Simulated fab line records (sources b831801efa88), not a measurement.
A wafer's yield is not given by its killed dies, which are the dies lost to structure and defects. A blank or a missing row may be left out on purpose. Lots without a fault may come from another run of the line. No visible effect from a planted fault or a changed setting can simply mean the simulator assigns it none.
Which tool was responsible? / flow gf180mcu / route of 602 steps, sampled at 1 step: 11 lots, 33 wafers

## WHAT EACH GAUGE READ, for each wafer
GF_M5_CD_MEAS_07 targets a cd of 280 nm.
lot=L447; measured=day 26 02:44; on=cd sem-01; cd nm (nm)=280.5 281.1 279.6
lot=L448; measured=day 26 14:31; on=cd sem-02; cd nm (nm)=278.6 279.4 278.0
lot=L450; measured=day 27 02:59; on=cd sem-02; cd nm (nm)=278.3 278.9 277.1
lot=L453; measured=day 28 07:35; on=cd sem-01; cd nm (nm)=280.2 279.5 279.8
lot=L457; measured=day 29 12:18; on=cd sem-02; cd nm (nm)=279.9 279.6 280.4
lot=L462; measured=day 30 21:38; on=cd sem-01; cd nm (nm)=280.4 279.9 281.0
lot=L463; measured=day 31 03:44; on=cd sem-02; cd nm (nm)=280.7 280.8 281.0
lot=L464; measured=day 31 10:44; on=cd sem-01; cd nm (nm)=279.1 280.4 280.5
lot=L467; measured=day 32 03:35; on=cd sem-02; cd nm (nm)=279.2 280.0 279.5
lot=L469; measured=day 32 16:41; on=cd sem-01; cd nm (nm)=280.6 281.2 280.4
lot=L470; measured=day 32 22:29; on=cd sem-02; cd nm (nm)=280.0 280.9 279.4

## WHICH TOOL RAN EACH LOT (tool, then ch and the chambers of the sampled wafers, then the start)
No process step before these readings appears in the record.

## THE ANSWER, worked out from the rows above alone
Rule: the lots themselves supply what counts as usual. Put in order of their means at a reading, lots are off if they are a third of the lots or fewer, leave a main group of 4 or more, and stand apart from it by a gap of 3 or more times the standard deviation of the main group's means; of several such gaps the widest counts. A main group is skipped when, at the precision printed for the reading in the tables above, its means are all equal. Also off: a lot with no number at a reading for which 4 or more lots have one. The other lots that the step has rows for count as sound.
Across all readings shown, no lot is off: no conclusion can be drawn from this.

## WHAT THE SIMULATOR HAD PUT IN
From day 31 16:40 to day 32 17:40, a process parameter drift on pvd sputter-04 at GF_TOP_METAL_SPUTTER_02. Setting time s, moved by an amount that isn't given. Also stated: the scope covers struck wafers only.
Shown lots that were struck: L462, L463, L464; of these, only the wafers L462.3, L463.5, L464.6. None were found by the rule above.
